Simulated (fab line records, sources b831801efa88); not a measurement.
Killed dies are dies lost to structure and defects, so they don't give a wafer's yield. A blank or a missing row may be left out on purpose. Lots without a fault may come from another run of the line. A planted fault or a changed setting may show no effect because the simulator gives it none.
fab line records | flow sky130
record lots=5 wafers=15 last_day=48
route steps=708 shown VIA2@525 METAL3@532 CAPM@537 PAD_OPEN@708
lots that met no fault: from a run of the same line without faults
start_h: hours from the record's first day to the start of the lot's first wafer shown | wait_h: hours since the lot's step before | " the same as in the row above | L1.1+2: a row that stands for several wafers | - no value, or no start given | * or withheld: withheld | < > ~ a bound
route shown NAME@n: a module of which the file shows steps, and the number in the route of the first | usual: mean/standard deviation of fault-free wafers | same: alike in all rows | chamber/n: place in a boat | sites: the reading at each site | _std_site: their standard deviation | _edge_site: outer sites' mean less inner sites' | radius_mm: how far each site lies from the wafer's centre | mask NAME#n: copy n | behind: the tool/chamber that last shaped the wafer | hold: why the lot was held/for how many hours/how that ended | device: the transistor (n, p or np) that didn't switch | end of line: the same wafers' tests at the end of the route | a step without rows: its recipe alone | killed: dies lost to structure and defects at the first sort, not the wafer's yield | map: a wafer's dies, x killed, . not, _ none there
set.NAME: the setting as run; set.NAME@STEP: as run at that earlier step | model.NAME: the simulator's own value behind a step, which no gauge read
lots at some steps of the route; a table a step, a row a wafer
services: from which hour (start_h, from the record's first day; less than 0 if before it) a tool's chamber was out of use, for how many hours, and why
## steps
# step SKY_VIA2_CLEAN_18
# recipe chemistry=IPA time_s=180 temp_c=25
# step SKY_VIA2_CLEAN_19
# recipe chemistry=O3/DIW dry=n2_spin
# step SKY_VIA2_SPUTTER_20
# recipe material=TiN target_thk_nm=20 chamber_pressure_pa=5 power_w=4000 time_s=80
# step SKY_VIA2_CVD_21
# recipe material=W target_thk_nm=420 time_s=126.4 temp_c=400 pressure_torr=40
# step SKY_VIA2_RS_MEAS_22
# recipe thk_meas_gauge=four-point-probe reads=W_of_VIA2_CVD_21+TiN_of_VIA2_SPUTTER_20
# usual VIA2_W_RS=0.2734/0.003
# columns lot.wafer tool chamber start_h wait_h VIA2_W_RS[ohm/sq]
L445.1 film_metro-01 - 850.53 0.2 0.2755
L445.2 " - " " 0.2742
L445.3 " - " " 0.2739
L450.3 film_metro-04 - 894.85 0.1 0.2750
L450.4 " - " " 0.2744
L450.6 " - " " 0.2740
L452.2 film_metro-04 - 918.39 0.1 0.2708
L452.5 " - " " 0.2693
L452.6 " - " " 0.2743
L453.1 film_metro-01 - 919.67 0.2 0.2704
L453.3 " - " " 0.2694
L453.5 " - " " 0.2709
L457.2 film_metro-03 - 953.64 0.1 0.2710
L457.4 " - " " 0.2697
L457.6 " - " " 0.2747
# step SKY_VIA2_THK_MEAS_23
# recipe thk_meas_gauge=xrf reads=W_of_VIA2_CVD_21
# usual VIA2_W_THK=420/6.3
# columns lot.wafer tool chamber start_h wait_h VIA2_W_THK[nm]
L445.1 film_metro-01 - 850.65 0.1 416
L445.2 " - " " 418
L445.3 " - " " 418
L450.3 film_metro-04 - 894.95 0.1 411
L450.4 " - " " 417
L450.6 " - " " 414
L452.2 film_metro-04 - 918.50 0.1 431
L452.5 " - " " 429
L452.6 " - " " 426
L453.1 film_metro-01 - 919.79 0.1 422
L453.3 " - " " 424
L453.5 " - " " 417
L457.2 film_metro-03 - 953.75 0.1 420
L457.4 " - " " 419
L457.6 " - " " 413
# step SKY_VIA2_CMP_24
# recipe stop_on=SiO2 t_overpolish_s=20 down_force_psi=3.5 platen_rpm=60 target_thk_nm=0 pad_velocity_m_s=0.94248
# usual motor_current_A=11.3/1.3 overpolish_run_s=20.001/0.0093 platen_rpm=60.00/0.04 retaining_ring_pressure_frac=1.000/0.0047 time_to_endpoint_s=101.3/2.7
# columns lot.wafer tool chamber start_h wait_h motor_current_A overpolish_run_s platen_rpm retaining_ring_pressure_frac time_to_endpoint_s
L445.2 cmp-02 3 850.76 0.1 9.8 20.012 60.02 0.997 104.4
L445.3 " 0 " " 11.3 19.999 59.97 0.991 99.6
L445.1 " 1 " " 10.3 20.009 59.98 0.998 105.0
L450.3 cmp-01 0 894.99 0.0 11.4 19.993 60.06 0.994 97.8
L450.4 " 3 " " 12.3 19.991 60.03 0.996 98.7
L450.6 " 0 " " 11.9 19.993 60.02 0.995 97.9
L452.2 cmp-02 1 918.57 0.1 11.0 19.993 60.00 1.000 99.6
L452.6 " 1 " " 10.9 19.998 60.02 1.001 101.3
L452.5 " 2 " " 12.8 19.999 59.96 1.004 102.2
L453.1 cmp-02 1 920.17 0.4 10.5 20.001 60.00 0.997 103.4
L453.3 " 2 " " 13.0 19.996 60.06 1.001 102.8
L453.5 " 3 " " 9.0 20.015 59.94 1.007 101.2
L457.2 cmp-02 0 953.90 0.1 11.0 20.003 60.00 1.001 101.7
L457.4 " 1 " " 10.3 19.999 60.03 1.000 105.9
L457.6 " 3 " " 9.4 20.012 59.99 0.999 105.9
# step SKY_METAL3_SPUTTER_00
# recipe material=Ti target_thk_nm=15 power_w=3000 time_s=10 chamber_pressure_pa=0.4
# step SKY_METAL3_SPUTTER_01
# recipe material=TiN target_thk_nm=20 power_w=6500 time_s=16.7 chamber_pressure_pa=0.4
# step SKY_METAL3_SPUTTER_02
# recipe material=AlCu target_thk_nm=735 power_w=10600 time_s=39.1 chamber_pressure_pa=0.4
# step SKY_METAL3_SPUTTER_03
# recipe material=Ti target_thk_nm=5 power_w=3000 time_s=3.3 chamber_pressure_pa=0.4
# usual throttle_valve_pct=30.4/1.3
# columns lot.wafer tool chamber start_h wait_h throttle_valve_pct
L445.1 pvd_sputter-01 - 851.09 0.0 30.9
L445.2 " - " " 30.6
L445.3 " - " " 29.1
L450.3 pvd_sputter-01 - 895.38 0.0 29.0
L450.4 " - " " 28.6
L450.6 " - " " 29.2
L452.2 pvd_sputter-01 - 918.96 0.0 30.2
L452.5 " - " " 28.9
L452.6 " - " " 31.0
L453.1 pvd_sputter-01 - 920.46 0.0 28.7
L453.3 " - " " 29.1
L453.5 " - " " 28.4
L457.2 pvd_sputter-02 - 954.19 0.0 31.0
L457.4 " - " " 31.5
L457.6 " - " " 30.9
# step SKY_METAL3_SPUTTER_04
# recipe material=TiN target_thk_nm=70 power_w=6500 time_s=58.3 chamber_pressure_pa=0.4
# step SKY_CAPM_CVD_00
# recipe material=SiO2 target_thk_nm=15.5 temp_c=400 time_s=withheld rf_w=450
# usual heater_power_w=712/77
# columns lot.wafer tool chamber start_h wait_h heater_power_w model.SiO2_of_CAPM_CVD_00.thk_nm
L445.1 pecvd-03 1 851.16 0.0 720 15.4
L445.2 " 0 " " 731 15.44
L445.3 " 2 " " 659 15.09
L450.3 pecvd-01 1 895.44 0.0 582 15.21
L450.4 " 2 " " 687 15.68
L450.6 " 0 " " 782 15.61
L452.2 pecvd-03 0 919.03 0.0 812 15.43
L452.5 " 0 " " 797 15.72
L452.6 " 1 " " 731 15.8
L453.1 pecvd-01 2 920.53 0.0 639 15.72
L453.3 " 0 " " 890 12.42
L453.5 " 0 " " 884 12.62
L457.2 pecvd-03 0 954.26 0.0 736 15.29
L457.4 " 0 " " 760 15.75
L457.6 " 1 " " 636 15.52
# step SKY_CAPM_THK_MEAS_01
# recipe reads=SiO2_of_CAPM_CVD_00
# usual CAPM_CVD_00_THK=15.52/0.25
# columns lot.wafer tool chamber start_h wait_h CAPM_CVD_00_THK[nm]
L445.1 film_metro-01 - 851.18 - 15.33
L445.2 " - " " 15.46
L445.3 " - " " 15.09
L450.3 film_metro-01 - 895.49 - 15.18
L450.4 " - " " 15.67
L450.6 " - " " 15.61
L452.2 film_metro-04 - 919.06 - 15.47
L452.5 " - " " 15.68
L452.6 " - " " 15.79
L453.1 film_metro-01 - 920.55 - 15.72
L453.3 " - " " 12.48
L453.5 " - " " 12.67
L457.2 film_metro-01 - 954.29 - 15.33
L457.4 " - " " 15.74
L457.6 " - " " 15.53
# step SKY_CAPM_SPUTTER_02
# recipe material=TiN target_thk_nm=200 temp_c=300 power_w=6500 time_s=166.7 chamber_pressure_pa=0.4
# usual throttle_valve_pct=30.6/1.4
# columns lot.wafer tool chamber start_h wait_h throttle_valve_pct
L445.1 pvd_sputter-04 - 851.24 0.1 29.2
L445.2 " - " " 32.1
L445.3 " - " " 33.0
L450.3 pvd_sputter-03 - 895.53 0.0 30.0
L450.4 " - " " 30.6
L450.6 " - " " 31.1
L452.2 pvd_sputter-04 - 919.11 0.0 29.1
L452.5 " - " " 28.9
L452.6 " - " " 29.2
L453.1 pvd_sputter-04 - 920.61 0.1 32.8
L453.3 " - " " 29.0
L453.5 " - " " 31.8
L457.2 pvd_sputter-03 - 954.34 0.0 32.0
L457.4 " - " " 29.7
L457.6 " - " " 31.1
# step SKY_CAPM_RS_MEAS_03
# recipe thk_meas_gauge=four-point-probe reads=TiN_of_CAPM_SPUTTER_02
# usual CAPM_TIN_RS=6.93/0.088
# columns lot.wafer tool chamber start_h wait_h CAPM_TIN_RS[ohm/sq]
L445.1 film_metro-02 - 851.35 0.1 6.96
L445.2 " - " " 6.82
L445.3 " - " " 6.88
L450.3 film_metro-04 - 895.68 0.1 6.89
L450.4 " - " " 6.91
L450.6 " - " " 6.98
L452.2 film_metro-02 - 919.27 0.1 7.04
L452.5 " - " " 6.99
L452.6 " - " " 7.03
L453.1 film_metro-04 - 920.72 0.1 7.04
L453.3 " - " " 6.97
L453.5 " - " " 6.93
L457.2 film_metro-04 - 954.47 0.1 7.00
L457.4 " - " " 6.90
L457.6 " - " " 6.85
# step SKY_CAPM_THK_MEAS_04
# recipe thk_meas_gauge=xrf reads=TiN_of_CAPM_SPUTTER_02
# usual CAPM_TIN_THK=196.6/2.7
# columns lot.wafer tool chamber start_h wait_h CAPM_TIN_THK[nm]
L445.1 film_metro-02 - 851.47 0.1 196.8
L445.2 " - " " 200.1
L445.3 " - " " 199.3
L450.3 film_metro-04 - 895.78 0.1 196.8
L450.4 " - " " 197.2
L450.6 " - " " 195.4
L452.2 film_metro-02 - 919.38 0.1 194.3
L452.5 " - " " 196.3
L452.6 " - " " 194.5
L453.1 film_metro-04 - 920.84 0.1 193.1
L453.3 " - " " 194.7
L453.5 " - " " 195.9
L457.2 film_metro-04 - 954.58 0.1 193.9
L457.4 " - " " 196.4
L457.6 " - " " 198.6
# step SKY_CAPM_DEHYDRATE_05
# recipe temp_c=200 time_s=60
# step SKY_CAPM_HMDS_06
# recipe prime_time_s=60 prime_temp_c=120
# step SKY_CAPM_COAT_07
# recipe resist=NOVOLAK spin_rpm=3000 resist_thk_nm=1140
# step SKY_CAPM_SOFTBAKE_08
# recipe temp_c=90 time_s=60 resist=NOVOLAK
# step SKY_CAPM_EXPOSE_09
# recipe mask_id=CAPM na=0.6 source_shape=conventional sigma_outer=0.6 polarization=unpolarized target_cd_nm=1000 dose_mj=159
# step SKY_CAPM_PEB_10
# recipe temp_c=withheld time_s=* resist=NOVOLAK
# step SKY_CAPM_DEVELOP_11
# recipe resist=NOVOLAK developer=TMAH develop_time_s=60 dev_temp_c=23
# step SKY_CAPM_OVL_MEAS_12
# usual CAPM_OVL=0.0/1.2
# columns lot.wafer tool chamber start_h wait_h CAPM_OVL[nm]
L445.1 overlay-01 - 876.14 0.1 -2.3
L445.2 " - " " -1.4
L445.3 " - " " 0.7
L450.3 overlay-01 - 919.57 0.1 -0.7
L450.4 " - " " 0.3
L450.6 " - " " -0.6
L452.2 overlay-01 - 942.70 0.1 -0.4
L452.5 " - " " 1.0
L452.6 " - " " 1.6
L453.1 overlay-01 - 945.50 0.1 -1.2
L453.3 " - " " 0.3
L453.5 " - " " -2.2
L457.2 overlay-01 - 977.97 0.1 1.2
L457.4 " - " " 0.2
L457.6 " - " " 1.1
# step SKY_CAPM_METAL_ETCH_13
# recipe target_depth_nm=220 stop_on=SiO2 chemistry=Cl2/BCl3 target=TiN pressure_mtorr=10 icp_w=900 bias_w=48.5 Cl2_flow_sccm=60 bcl3_flow_sccm=30 time_s=62.9
# step SKY_CAPM_STRIP_14
# recipe chemistry=O2/N2 power_w=1400 pressure_mtorr=1500 platen_temp_c=withheld o2_flow_sccm=3000 n2_flow_sccm=300 overash_fraction=0.5
# step SKY_CAPM_STRIP_15
# recipe chemistry=post_etch_residue_remover time_s=1200 temp_c=72.5
# step SKY_CAPM_CLEAN_16
# recipe chemistry=IPA time_s=180 temp_c=25
# step SKY_CAPM_CLEAN_17
# recipe chemistry=O3/DIW dry=n2_spin
# step SKY_METAL3_DEHYDRATE_05
# recipe temp_c=200 time_s=60
# step SKY_METAL3_HMDS_06
# recipe prime_time_s=60 prime_temp_c=120
# step SKY_METAL3_COAT_07
# recipe resist=BARC temp_c=withheld time_s=withheld spin_rpm=3000 resist_thk_nm=60
# step SKY_METAL3_COAT_08
# recipe resist=KrF-thick spin_rpm=3000 resist_thk_nm=1140
# step SKY_METAL3_SOFTBAKE_09
# recipe temp_c=100 time_s=90 resist=KrF-thick
# step SKY_METAL3_EXPOSE_10
# recipe mask_id=MM3 na=0.68 source_shape=annular sigma_inner=0.4 sigma_outer=0.8 target_cd_nm=300 dose_mj=28
# step SKY_METAL3_PEB_11
# recipe peb_temp_c=withheld peb_time_s=withheld resist=KrF-thick
# step SKY_METAL3_DEVELOP_12
# recipe develop_time_s=60 resist=KrF-thick dev_temp_c=21
# step SKY_METAL3_CD_MEAS_13
# recipe target_cd_nm=300
# usual cd_nm=299.8/1.4
# columns lot.wafer tool chamber start_h wait_h cd_nm
L445.1 cd_sem-01 - 902.14 - 300.9
L445.2 " - " " 299.5
L445.3 " - " " 300.8
L450.3 cd_sem-02 - 944.48 - 299.4
L450.4 " - " " 300.1
L450.6 " - " " 301.1
L452.2 cd_sem-01 - 968.13 - 299.8
L452.5 " - " " 299.7
L452.6 " - " " 300.3
L453.1 cd_sem-02 - 969.49 - 300.7
L453.3 " - " " 300.6
L453.5 " - " " 300.6
L457.2 cd_sem-02 - 1002.13 - 298.7
L457.4 " - " " 299.8
L457.6 " - " " 299.5
# step SKY_METAL3_OVL_MEAS_14
# usual METAL3_OVL=7/4.9
# columns lot.wafer tool chamber start_h wait_h METAL3_OVL[nm]
L445.1 overlay-02 - 902.26 0.1 11
L445.2 " - " " 5
L445.3 " - " " 8
L450.3 overlay-01 - 944.58 0.1 -3
L450.4 " - " " 11
L450.6 " - " " 5
L452.2 overlay-02 - 968.24 0.1 2
L452.5 " - " " -1
L452.6 " - " " 2
L453.1 overlay-02 - 969.61 0.1 4
L453.3 " - " " -2
L453.5 " - " " 6
L457.2 overlay-02 - 1002.24 0.1 3
L457.4 " - " " 7
L457.6 " - " " 7
# step SKY_METAL3_DESCUM_15
# recipe chemistry=O2 source_power_w=150 bias_power_w=0 pressure_mtorr=10 temp_c=40 time_s=8
# usual drypump_motor_current_A=5.86/0.25 oes_product_au=0.999/0.0081
# columns lot.wafer tool chamber start_h wait_h drypump_motor_current_A oes_product_au rf_hours_counter_h
L445.1 rie_metal-02 1 902.30 0.0 6.13 1.001 2
L445.2 " 0 " " 5.62 0.994 16
L445.3 " 1 " " 6.12 1.000 -
L450.3 rie_metal-02 0 944.61 0.0 5.63 0.997 -
L450.4 " 1 " " 6.13 0.998 -
L450.6 " 0 " " 5.64 1.003 -
L452.2 rie_metal-04 0 968.27 0.0 6.11 0.996 3
L452.5 " 0 " " 6.10 1.008 -
L452.6 " 1 " " 5.67 1.001 -
L453.1 rie_metal-04 1 969.65 0.0 5.69 0.999 13
L453.3 " 1 " " 5.67 1.000 -
L453.5 " 1 " " 5.68 0.996 -
L457.2 rie_metal-04 1 1002.27 0.0 5.67 0.997 15
L457.4 " 0 " " 6.12 1.006 -
L457.6 " 0 " " 6.11 1.006 -
# step SKY_METAL3_ETCH_16
# recipe chemistry=N2/H2 target=BARC ion_energy_ev=200 bias_w=100 pressure_mtorr=30 n2_flow_sccm=100 h2_flow_sccm=200 icp_w=500 stop_on=SiO2 time_s=88.2 target_depth_a=600
# usual drypump_motor_current_A=5.87/0.25 n2_flow_sccm=100.0/0.31 oes_product_au=0.625/0.0048 throttle_valve_pct=13.204/0.0087
# columns lot.wafer tool chamber start_h wait_h drypump_motor_current_A n2_flow_sccm oes_product_au rf_hours_counter_h throttle_valve_pct
L445.1 rie_metal-02 1 902.33 0.0 6.17 100.4 0.624 2 13.198
L445.2 " 0 " " 5.64 99.6 0.631 16 13.219
L445.3 " 1 " " 6.17 100.2 0.627 - 13.217
L450.3 rie_metal-02 0 944.66 0.0 5.63 100.2 0.623 - 13.207
L450.4 " 1 " " 6.18 100.1 0.625 - 13.201
L450.6 " 0 " " 5.66 100.3 0.624 - 13.200
L452.2 rie_metal-04 0 968.30 0.0 6.10 100.2 0.632 3 13.197
L452.5 " 0 " " 6.12 100.0 0.621 - 13.207
L452.6 " 1 " " 5.67 99.7 0.620 - 13.214
L453.1 rie_metal-04 1 969.68 0.0 5.68 100.4 0.627 13 13.219
L453.3 " 1 " " 5.68 99.9 0.625 - 13.209
L453.5 " 1 " " 5.69 100.4 0.627 - 13.201
L457.2 rie_metal-04 1 1002.30 0.0 5.69 100.2 0.630 15 13.196
L457.4 " 0 " " 6.10 99.7 0.629 - 13.201
L457.6 " 0 " " 6.11 100.1 0.634 - 13.217
# step SKY_METAL3_ETCH_17
# recipe target=SiO2 stop_on=TiN chemistry=C4F8/O2/Ar source_w=1500 bias_w=1200 pressure_mtorr=40 c4f8_flow_sccm=withheld O2_flow_sccm=6 Ar_flow_sccm=300 time_s=3.9 target_depth_a=150
# usual oes_product_au=0.755/0.0082
# columns lot.wafer tool chamber start_h wait_h oes_product_au rf_hours_counter_h model.etch.depth_nm
L445.1 rie_diel-01 3 902.43 0.1 0.751 15 15.4
L445.2 " 2 " " 0.757 13 15.44
L445.3 " 0 " " 0.742 20 15.09
L450.3 rie_diel-03 0 944.73 0.0 0.743 9 15.21
L450.4 " 3 " " 0.773 26 15.68
L450.6 " 3 " " 0.756 - 15.61
L452.2 rie_diel-04 1 968.40 0.1 0.752 19 15.43
L452.5 " 1 " " 0.757 - 15.72
L452.6 " 0 " " 0.764 - 15.8
L453.1 rie_diel-03 1 969.78 0.1 0.762 14 15.72
L453.3 " 3 " " 0.676 26 12.42
L453.5 " 0 " " 0.683 - 12.62
L457.2 rie_diel-03 1 1002.40 0.1 0.746 16 15.29
L457.4 " 2 " " 0.754 12 15.75
L457.6 " 2 " " 0.751 - 15.52
# step SKY_PAD_OPEN_PROBE_99
# usual defect_limited_yield=82.7/1.8 killed_at_M0_to_M3=44/6.8 killed_at_M4_up=3.2/1.7 killed_at_contacts=24/4.9 killed_at_front_end=14/4.1 killed_at_other=0.2/0.51 killed_dies=85/8.7 killed_open=46/6.8 killed_short=39/6.1
# same gross_dies=492 killed_at_back_side=0
# columns lot.wafer tool chamber start_h wait_h defect_limited_yield[%] killed_at_M0_to_M3 killed_at_M4_up killed_at_contacts killed_at_front_end killed_at_other killed_dies killed_open killed_short model.etest.cap_mim.bv_v model.etest.cap_mim.leak_log10_a_cm2 model.etest.cap_mim.c_ff_um2 model.etest.tester.sort_bin_8_pct
L445.1 prober-01 - 1076.27 0.1 81.3 46 1 30 15 0 92 47 45 13.72 -9.042 2.345 0
L445.2 prober-01 - 1076.32 0.1 85.2 41 4 19 9 0 73 40 33 13.88 -8.869 2.352 0
L445.3 prober-01 - 1076.37 0.2 83.9 42 4 22 11 0 79 44 35 13.43 -8.866 2.436 0
L450.3 prober-02 - 1109.47 0.2 85.4 34 2 22 14 0 72 35 37 13.74 -8.847 2.376 0
L450.4 prober-02 - 1109.52 0.2 82.1 44 3 29 12 0 88 49 39 14.07 -9.185 2.315 0
L450.6 prober-02 - 1109.62 0.2 82.5 41 1 26 18 0 86 46 40 14.02 -9.274 2.311 0
L452.2 prober-02 - 1129.98 0.1 83.9 36 3 28 12 0 79 48 31 13.38 -8.949 2.342 0
L452.5 prober-02 - 1130.13 0.2 82.3 46 2 26 13 0 87 47 40 14.27 -9.115 2.309 0
L452.6 prober-02 - 1130.18 0.2 77.2 51 6 29 25 1 112 62 50 13.87 -8.949 2.292 0
L453.1 prober-01 - 1131.54 0.1 85.8 35 3 15 17 0 70 38 32 13.97 -8.964 2.288 0
L453.3 prober-01 - 1131.64 0.2 82.9 41 3 29 11 0 84 47 37 11.2 -7.931 2.929 1.85e-08
L453.5 prober-01 - 1131.74 0.2 83.3 37 3 26 16 0 82 44 38 10.99 -7.999 2.874 0
L457.2 prober-01 - 1160.20 0.1 80.9 48 3 28 15 0 94 55 39 13.04 -8.829 2.372 0
L457.4 prober-01 - 1160.30 0.2 84.1 32 3 26 16 1 78 41 37 14.31 -8.979 2.297 0
L457.6 prober-01 - 1160.40 0.2 85.4 39 4 21 8 0 72 36 36 13.86 -9.045 2.334 0
# killed by level:class
L445.1 CONTACT:geometric_particle:open=14 CONTACT:geometric_particle:short=8 VIA2:geometric_particle:open=7 METAL1:geometric_particle:short=6 VIA1:geometric_particle:open=6 VIA3:geometric_particle:open=6 METAL2:geometric_particle:short=5 FIELD_ISO:geometric_particle:short=4
L445.2 VIA1:geometric_particle:open=10 CONTACT:geometric_particle:open=8 CONTACT:geometric_particle:short=7 METAL2:geometric_particle:short=6 FIELD_ISO:geometric_particle:open=5 VIA2:geometric_particle:open=5 METAL1:geometric_particle:short=4 VIA1:geometric_particle:short=4
L445.3 VIA1:geometric_particle:open=13 CONTACT:geometric_particle:open=8 LI_CONTACT:geometric_particle:open=6 METAL1:geometric_particle:short=6 CONTACT:geometric_particle:short=5 VIA2:geometric_particle:open=5 METAL2:geometric_particle:short=4 VIA3:geometric_particle:open=4
L450.3 CONTACT:geometric_particle:open=11 METAL1:geometric_particle:short=6 VIA1:geometric_particle:open=5 LOCAL_INTERCONNECT:geometric_particle:short=5 METAL3:geometric_particle:short=5 FIELD_ISO:geometric_particle:short=4 CONTACT:geometric_particle:short=4 VIA2:geometric_particle:open=4
L450.4 VIA3:geometric_particle:open=12 CONTACT:geometric_particle:open=11 VIA1:geometric_particle:open=8 VIA1:geometric_particle:short=8 CONTACT:geometric_particle:short=7 LI_CONTACT:geometric_particle:open=5 METAL1:geometric_particle:short=5 VIA3:geometric_particle:short=4
L450.6 CONTACT:geometric_particle:open=14 VIA3:geometric_particle:open=8 VIA1:geometric_particle:open=6 VIA2:geometric_particle:open=6 POLY_GATE:geometric_particle:short=5 METAL1:geometric_particle:short=5 METAL2:geometric_particle:short=5 FIELD_ISO:geometric_particle:short=4
L452.2 VIA2:geometric_particle:open=10 CONTACT:geometric_particle:short=8 LI_CONTACT:geometric_particle:open=7 CONTACT:geometric_particle:open=7 VIA3:geometric_particle:open=6 VIA1:geometric_particle:open=6 FIELD_ISO:geometric_particle:open=5 VIA1:geometric_particle:short=5
L452.5 VIA1:geometric_particle:open=12 CONTACT:geometric_particle:open=10 LOCAL_INTERCONNECT:geometric_particle:short=8 METAL1:geometric_particle:short=7 FIELD_ISO:geometric_particle:short=6 FIELD_ISO:geometric_particle:open=6 VIA2:geometric_particle:open=6 VIA1:geometric_particle:short=5
L452.6 VIA2:geometric_particle:open=13 CONTACT:geometric_particle:open=11 VIA1:geometric_particle:open=11 LI_CONTACT:geometric_particle:open=10 FIELD_ISO:geometric_particle:short=9 METAL2:geometric_particle:short=6 FIELD_ISO:geometric_particle:open=5 POLY_GATE:geometric_particle:open=4
L453.1 VIA1:geometric_particle:open=11 FIELD_ISO:geometric_particle:open=7 CONTACT:geometric_particle:open=6 FIELD_ISO:geometric_particle:short=5 VIA1:geometric_particle:short=5 VIA2:geometric_particle:short=4 LI_CONTACT:geometric_particle:open=4 CONTACT:geometric_particle:short=3
L453.3 CONTACT:geometric_particle:open=12 VIA3:geometric_particle:open=9 VIA2:geometric_particle:open=8 LI_CONTACT:geometric_particle:open=7 CONTACT:geometric_particle:short=7 FIELD_ISO:geometric_particle:open=5 FIELD_ISO:geometric_particle:short=4 METAL1:geometric_particle:short=4
L453.5 VIA1:geometric_particle:open=10 CONTACT:geometric_particle:open=9 VIA3:geometric_particle:open=9 FIELD_ISO:geometric_particle:short=6 LOCAL_INTERCONNECT:geometric_particle:short=5 CONTACT:geometric_particle:short=4 METAL2:geometric_particle:short=4 POLY_GATE:geometric_particle:short=3
L457.2 VIA2:geometric_particle:open=11 CONTACT:geometric_particle:short=10 VIA1:geometric_particle:open=10 CONTACT:geometric_particle:open=9 POLY_GATE:geometric_particle:open=7 VIA3:geometric_particle:open=7 LI_CONTACT:geometric_particle:open=6 METAL2:geometric_particle:short=5
L457.4 CONTACT:geometric_particle:open=13 LI_CONTACT:geometric_particle:open=8 VIA1:geometric_particle:open=7 METAL1:geometric_particle:short=7 POLY_GATE:geometric_particle:short=6 VIA3:geometric_particle:open=6 VIA1:geometric_particle:short=5 FIELD_ISO:geometric_particle:short=3
L457.6 CONTACT:geometric_particle:short=7 METAL2:geometric_particle:short=7 CONTACT:geometric_particle:open=6 VIA2:geometric_particle:open=6 VIA1:geometric_particle:open=5 LI_CONTACT:geometric_particle:open=4 VIA2:geometric_particle:short=4 VIA3:geometric_particle:open=4
## services
# columns tool chamber start_h hours kind
cmp-01 - 833.79 0.7 repair
rie_diel-04 0 837.38 3.6 repair
rie_diel-03 2 854.63 4.4 repair
cmp-01 - 860.22 4.5 repair
rie_diel-04 0 862.77 3.0 repair
pvd_sputter-01 - 865.49 0.9 repair
rie_metal-04 0 873.26 - clean
cmp-01 - 880.50 1.1 repair
rie_metal-02 - 880.75 2.8 pm
cmp-01 - 907.57 6.3 repair
pecvd-03 0 908.51 1.8 repair
rie_metal-02 - 909.75 14.6 pm
rie_diel-04 3 913.90 3.4 repair
cmp-01 - 925.51 4.0 pm
cmp-01 - 931.54 3.7 repair
pecvd-03 - 945.51 0.5 repair
pvd_sputter-01 - 957.19 4.6 repair
rie_diel-01 2 961.18 4.3 repair
pvd_sputter-01 - 973.62 3.5 repair
rie_diel-01 0 980.88 2.5 repair
pecvd-01 - 993.00 2.5 repair
cmp-02 - 997.67 7.2 pm
cmp-01 - 998.91 5.8 repair
pvd_sputter-02 - 1001.67 3.8 repair
## key
first_sign step=SKY_CAPM_THK_MEAS_01 reading=CAPM_CVD_00_THK direction=down sigmas=12 usual=15.52 struck=12.57
effect step=SKY_METAL3_ETCH_17 reading=oes_product_au direction=down sigmas=9.2 usual=0.755 struck=0.679
model_effect step=SKY_CAPM_CVD_00 value=SiO2_of_CAPM_CVD_00.thk_nm without=15.48 struck=12.52
model_effect step=SKY_METAL3_ETCH_17 value=etch.depth_nm without=15.48 struck=12.52
model_effect step=SKY_PAD_OPEN_PROBE_99 value=etest.cap_mim.bv_v without=13.76 struck=11.1
met_at SKY_CAPM_CVD_00
struck_wafers L453.3,L453.5
onset_between 895.44 920.53
fault kind=process_parameter_drift tool=pecvd-01 chamber=0 onset_h=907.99 steps=SKY_CAPM_CVD_00 channel=time_s offset=withheld shape=step end_h=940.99 acts_in=*
